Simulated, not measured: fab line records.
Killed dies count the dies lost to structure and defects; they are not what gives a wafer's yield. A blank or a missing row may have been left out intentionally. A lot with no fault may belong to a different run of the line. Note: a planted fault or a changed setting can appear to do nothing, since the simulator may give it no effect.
A struck lot beside a sound one + flow sky130 + 34 out of 708 route steps
Sound: wafers L585.2, L585.3, L585.4. The struck wafers were L588.1, L588.2, L588.4. The cause is given at the end.
Per side, at each step with rows, come the tool, then ch with its chambers, and then its first start. Under that, the readings that differ: sound wafers + struck wafers + difference of the means + sigmas: that difference in standard deviations of wafers without a fault.
alike: readings with means less than 2 such deviations apart, plus words and numbers identical on both sides. not compared: withheld readings, readings lacking a value on some wafer, bounds such as >300 that could conceal the same value, and numbers that have no deviation in the record and whose values overlap.
The two part at a step that has a row with sigmas, a row that says differs or no value, or rows on one side only. Numbers that have no deviation but don't overlap get no sigmas and don't part them. A reading that every wafer of one side lacks parts them only if that side has two wafers or more.

first, 9 steps without rows for these wafers: SKY_VIA2_DEHYDRATE_04 (time 60 s); SKY_VIA2_HMDS_05 (prime time 60 s); SKY_VIA2_COAT_06 (resist thk 60 nm); SKY_VIA2_COAT_07 (resist thk 450 nm); SKY_VIA2_SOFTBAKE_08 (time 90 s); SKY_VIA2_EXPOSE_09 (exposes mask VIM2, target cd 200 nm); SKY_VIA2_PEB_10; SKY_VIA2_DEVELOP_11 (develop time 60 s); SKY_VIA2_ETCH_14 (etches BARC in N2/H2, stops on SiO2, time 45.9 s, target depth 60 nm).
SKY_VIA2_ETCH_15: etches SiO2 in C4F8/O2/Ar, stops on TiN, target depth 546 nm, time 84 s.
  sound on rie diel-03 ch 0,2,3, day 40 08:44; struck on rie diel-04 ch 0,2,3, day 41 08:47
  alike: oes product au
  not compared: rf hours counter h
then, 23 steps without rows for these wafers: SKY_VIA2_STRIP_16 (strips in O2/N2); SKY_VIA2_STRIP_17 (strips in post etch residue remover, time 1200 s); SKY_VIA2_CLEAN_18 (cleans in IPA, time 180 s); SKY_VIA2_CLEAN_19 (cleans in O3/DIW); SKY_VIA2_SPUTTER_20 (material TiN, target thk 20 nm, time 80 s); SKY_VIA2_CVD_21 (deposits W, target thk 420 nm, time 126.4 s); SKY_VIA2_CMP_24 (polishes, stops on SiO2, t overpolish 20 s, target thk 0 nm); SKY_METAL3_SPUTTER_00 (material Ti, target thk 15 nm, time 10 s); SKY_METAL3_SPUTTER_01 (material TiN, target thk 20 nm, time 16.7 s); SKY_METAL3_SPUTTER_02 (material AlCu, target thk 735 nm, time 39.1 s); SKY_METAL3_SPUTTER_03 (material Ti, target thk 5 nm, time 3.3 s); SKY_METAL3_SPUTTER_04 (material TiN, target thk 70 nm, time 58.3 s); SKY_CAPM_CVD_00 (deposits SiO2, target thk 15.5 nm); SKY_CAPM_SPUTTER_02 (material TiN, target thk 200 nm, time 166.7 s); SKY_CAPM_DEHYDRATE_05 (time 60 s); SKY_CAPM_HMDS_06 (prime time 60 s); SKY_CAPM_COAT_07 (resist thk 1140 nm); SKY_CAPM_SOFTBAKE_08 (time 60 s); SKY_CAPM_EXPOSE_09 (exposes mask CAPM, target cd 1000 nm); SKY_CAPM_PEB_10; SKY_CAPM_DEVELOP_11 (develop time 60 s); SKY_CAPM_METAL_ETCH_13 (etches TiN in Cl2/BCl3, stops on SiO2, target depth 220 nm, time 62.9 s); SKY_CAPM_STRIP_14 (strips in O2/N2).
-- the record jumps here: 8 days lie between the struck wafers' starts before and after (it left off in module CAPM and takes up again in module PAD_OPEN, whose first step shown is number 708 of the route) --
SKY_PAD_OPEN_PROBE_99:
  sound on prober-01 at day 49 00:41; struck on prober-02 at day 49 19:50
| reading                               | sound             | struck            | difference | sigmas |
|---------------------------------------|-------------------|-------------------|------------|--------|
| defect limited yield (%)              | 84.6 84.8 83.1    | 71.7 73.6 76.6    | -10.2      | -5     |
| killed_at_M0_to_M3                    | 37 38 45          | 97 82 74          | +44        | +6     |
| killed dies                           | 76 75 83          | 139 130 115       | +50        | +5     |
| sort_bin_3_pad_short (%)              | 1.2 0.6 1.0       | 3.9 4.1 3.7       | +3.0       | +7     |
| sort_bin_5_function (%)               | 7.5 8.9 10.0      | 17.3 14.2 13.2    | +6.1       | +4     |
| sort n pass                           | 416 417 409       | 353 362 377       | -50        | -5     |
| sort yield pct (%)                    | 84.6 84.8 83.1    | 71.7 73.6 76.6    | -10.2      | -5     |
| model.etest.tester.sort n pass        | 416 417 409       | 353 362 377       | -50        |        |
| model.etest.tester.sort yield pct (%) | 84.55 84.76 83.13 | 71.75 73.58 76.63 | -10.16     |        |
| model.etest.tester.sort_bin_5_pct (%) | 7.52 8.943 9.959  | 17.28 14.23 13.21 | +6.10      |        |
| model.etest.tester.sort_bin_3_pct (%) | 1.22 0.6098 1.016 | 3.862 4.065 3.659 | +2.913     |        |
  alike: killed_at_M4_up, killed at contacts, killed at front end, killed at other, killed open, killed short, sort_bin_6_memory

WHERE THEY PART
Within this record, at SKY_PAD_OPEN_PROBE_99 only.

WHY: what had been put in by the simulator
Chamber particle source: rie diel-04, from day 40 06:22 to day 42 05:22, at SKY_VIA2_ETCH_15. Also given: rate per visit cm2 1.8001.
